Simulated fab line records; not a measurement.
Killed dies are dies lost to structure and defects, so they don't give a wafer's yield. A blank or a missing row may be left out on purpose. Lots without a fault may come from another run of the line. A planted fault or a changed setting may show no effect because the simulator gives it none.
Matching of chambers | flow sky130 | SKY_VIA1_CMP_24 on cmp-02 has 4 sister chambers
The step polishes, stops on SiO2, t overpolish 15 s, target thk 0 nm. 8 wafers are shown with their chamber, then 7 later ones without.

WAFERS, EACH WITH ITS CHAMBER
wafer  | chamber | motor_current_A (A) | overpolish_run_s (s)
L147.1 | 3       | 12.3                | 15.007
L147.3 | 2       | 10.8                | 14.996
L150.5 | 3       | 12.6                | 14.990
L150.6 | 0       | 8.8                 | 15.012
L157.2 | 2       | 11.1                | 15.011
L157.6 | 1       | 11.1                | 15.010
L158.1 | 1       | 10.7                | 14.990
L158.3 | 0       | 9.2                 | 15.020

WAFERS WHOSE CHAMBER IS MISSING
wafer  | motor_current_A (A) | overpolish_run_s (s)
L158.5 | 12.1                | 15.004
L168.2 | 8.9                 | 15.004
L168.3 | 12.5                | 15.003
L168.4 | 11.0                | 15.009
L169.2 | 10.8                | 15.005
L169.5 | 11.1                | 15.000
L169.6 | 11.0                | 15.013

EACH ONE'S CHAMBER
wafer  | from the rows above     | in truth
L158.5 | 3                       | 3
L168.2 | 0                       | 0
L168.3 | 3                       | 3
L168.4 | can't be placed: 2 or 1 | 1
L169.2 | can't be placed: 1 or 2 | 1
L169.5 | can't be placed: 2 or 1 | 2
L169.6 | can't be placed: 2 or 1 | 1
Correct placement for 3 of the 7. Unplaceable from these rows: 4, with the true chamber sitting among the candidates in 4. Placed wrongly: 0.
How it was worked out, from the rows above alone: a wafer's distance from a chamber is the root of the sum, over the readings, of the square of ((its reading less the chamber's mean) divided by the reading's scatter). The wafer belongs to the nearest chamber; if the next one is less than 2 further off, it can't be placed. Each chamber's mean is taken over the wafers shown for it. The scatter is the square root of a quotient: the sum, over the shown wafers, of each reading's squared deviation from its chamber's mean, divided by wafers minus chambers.
